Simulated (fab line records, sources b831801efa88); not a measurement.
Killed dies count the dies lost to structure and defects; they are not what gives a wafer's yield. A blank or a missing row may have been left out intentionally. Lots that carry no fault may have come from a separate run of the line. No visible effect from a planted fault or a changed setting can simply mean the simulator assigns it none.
Which of the tools did it? | flow gf180mcu | 45 wafers from 15 lots sampled at 3 of the route's 602 steps

== WHAT THE GAUGES READ, wafer by wafer ==
GF_V4_RS_MEAS_24: the measuring method here is four-point-probe. Usual: V4_W_RS gives 0.325 ohm/sq (standard deviation 0.0033).
lot  | measured     | on           | V4_W_RS (ohm/sq)  | flag
L851 | day 24 14:19 | filmMetro-01 | 0.327 0.328 0.321 | 
L853 | day 25 05:02 | filmMetro-04 | 0.323 0.324 0.327 | 
L854 | day 25 13:23 | filmMetro-04 | 0.328 0.323 0.324 | 
L855 | day 26 00:59 | filmMetro-04 | 0.330 0.333 0.330 | 
L856 | day 26 09:49 | filmMetro-01 | 0.327 0.327 0.323 | 
L857 | day 26 14:22 | filmMetro-04 | 0.326 0.322 0.321 | 
L858 | day 26 18:11 | filmMetro-04 | 0.324 0.327 0.324 | 
L866 | day 29 07:56 | filmMetro-03 | 0.327 0.329 0.330 | 
L867 | day 29 17:10 | filmMetro-04 | 0.323 0.323 0.321 | 
L869 | day 30 09:19 | filmMetro-03 | 0.322 0.329 0.323 | 
L870 | day 30 11:07 | filmMetro-01 | 0.325 0.319 0.321 | 
L871 | day 30 16:57 | filmMetro-04 | 0.321 0.329 0.322 | 
L872 | day 31 01:07 | filmMetro-01 | 0.327 0.327 0.328 | 
L873 | day 31 02:52 | filmMetro-04 | 0.323 0.324 0.323 | 
L874 | day 31 11:20 | filmMetro-03 | 0.321 0.328 0.320 | 

== WHAT TOOL EACH LOT RAN ON (gives the tool, then ch and the chambers of the sampled wafers, and finally the start) ==
lot  | GF_V4_ETCH_17                                | GF_V4_CVD_23
L851 | rieDiel-04 ch 0,1,2, day 24 14:11 or earlier | cvdW-01 ch 0,1, day 24 14:11
L853 | rieDiel-01 ch 0,1, day 25 04:54 or earlier   | cvdW-02 ch 0, day 25 04:54
L854 | rieDiel-03 ch 0,2,3, day 25 13:15 or earlier | cvdW-02 ch 1, day 25 13:15
L855 | rieDiel-01 ch 1,3, day 26 00:52 or earlier   | cvdW-02 ch 0,1, day 26 00:52
L856 | rieDiel-04 ch 1,2,3, day 26 09:41 or earlier | cvdW-01 ch 0,1, day 26 09:41
L857 | rieDiel-03 ch 0,1,2, day 26 14:15 or earlier | cvdW-01 ch 0,1, day 26 14:15
L858 | rieDiel-03 ch 0,2,3, day 26 18:03 or earlier | cvdW-01 ch 0,1, day 26 18:03
L866 | rieDiel-03 ch 1,3, day 29 07:50 or earlier   | cvdW-02 ch 0,1, day 29 07:50
L867 | rieDiel-04 ch 0,1, day 29 17:04 or earlier   | cvdW-02 ch 0, day 29 17:04
L869 | rieDiel-03 ch 0,2,3, day 30 09:13 or earlier | cvdW-01 ch 0,1, day 30 09:13
L870 | rieDiel-03 ch 0,1,3, day 30 11:01 or earlier | cvdW-02 ch 0,1, day 30 11:01
L871 | rieDiel-03 ch 0,3, day 30 16:50 or earlier   | cvdW-01 ch 0,1, day 30 16:50
L872 | rieDiel-01 ch 0,3, day 31 01:00 or earlier   | cvdW-01 ch 0,1, day 31 01:00
L873 | rieDiel-04 ch 1,3, day 31 02:45 or earlier   | cvdW-02 ch 1, day 31 02:45
L874 | rieDiel-04 ch 0,1,3, day 31 11:13 or earlier | cvdW-01 ch 0,1, day 31 11:13
- GF_V4_ETCH_17: etches SiO2 in C4F8/O2/Ar, stops on TiN, target depth 630 nm.
- GF_V4_CVD_23: deposits W, target thk 350 nm, time 104.9 s.

== WHAT THE TOOLS THEMSELVES READ (means of the sampled wafers that have a number; where no wafer has one, the mark that the record gives instead) ==
GF_V4_ETCH_17. Usual: oesProductAu at 0.856 a.u., with a standard deviation of 0.0044.
lot  | tool       | oesProductAu (a.u.) | flag
L851 | rieDiel-04 | 0.856               | 
L853 | rieDiel-01 | 0.858               | 
L854 | rieDiel-03 | 0.852               | 
L855 | rieDiel-01 | 0.852               | 
L856 | rieDiel-04 | 0.855               | 
L857 | rieDiel-03 | 0.855               | 
L858 | rieDiel-03 | 0.856               | 
L866 | rieDiel-03 | 0.853               | 
L867 | rieDiel-04 | 0.854               | 
L869 | rieDiel-03 | 0.858               | 
L870 | rieDiel-03 | 0.859               | 
L871 | rieDiel-03 | 0.857               | 
L872 | rieDiel-01 | 0.858               | 
L873 | rieDiel-04 | 0.854               | 
L874 | rieDiel-04 | 0.861               | 

GF_V4_CVD_23. Usual: heaterPowerOuterW 587 W, standard deviation 110; heaterPowerW 934 W, standard deviation 160.
lot  | tool    | heaterPowerOuterW (W) | heaterPowerW (W) | flag
L851 | cvdW-01 | 650                   | 1013             | 
L853 | cvdW-02 | 417                   | 713              | 
L854 | cvdW-02 | 498                   | 775              | 
L855 | cvdW-02 | 437                   | 731              | 
L856 | cvdW-01 | 681                   | 1072             | 
L857 | cvdW-01 | 694                   | 1070             | 
L858 | cvdW-01 | 675                   | 1071             | 
L866 | cvdW-02 | 449                   | 747              | 
L867 | cvdW-02 | 423                   | 708              | 
L869 | cvdW-01 | 661                   | 1011             | 
L870 | cvdW-02 | 473                   | 766              | 
L871 | cvdW-01 | 683                   | 1081             | 
L872 | cvdW-01 | 676                   | 1088             | 
L873 | cvdW-02 | 497                   | 803              | 
L874 | cvdW-01 | 685                   | 1068             | 

== THE ANSWER, worked out from the rows above alone ==
Rule: lot off if the mean of its wafers having a number is beyond 3 standard deviations from the usual mean. A lot without any number at a reading at which 4 lots or more have one is off too. Any other lot the step has rows for is counted as sound. After the gauges, taken in route order, come the tools' own readings; for these a lot's mean is taken, as printed above. The first step at which some lot is off is used, and at that step the reading that is off furthest; a lot without a number counts as furthest.
Across all readings shown, no lot is off: no conclusion can be drawn from this.

== WHAT HAD BEEN PUT IN BY THE SIMULATOR ==
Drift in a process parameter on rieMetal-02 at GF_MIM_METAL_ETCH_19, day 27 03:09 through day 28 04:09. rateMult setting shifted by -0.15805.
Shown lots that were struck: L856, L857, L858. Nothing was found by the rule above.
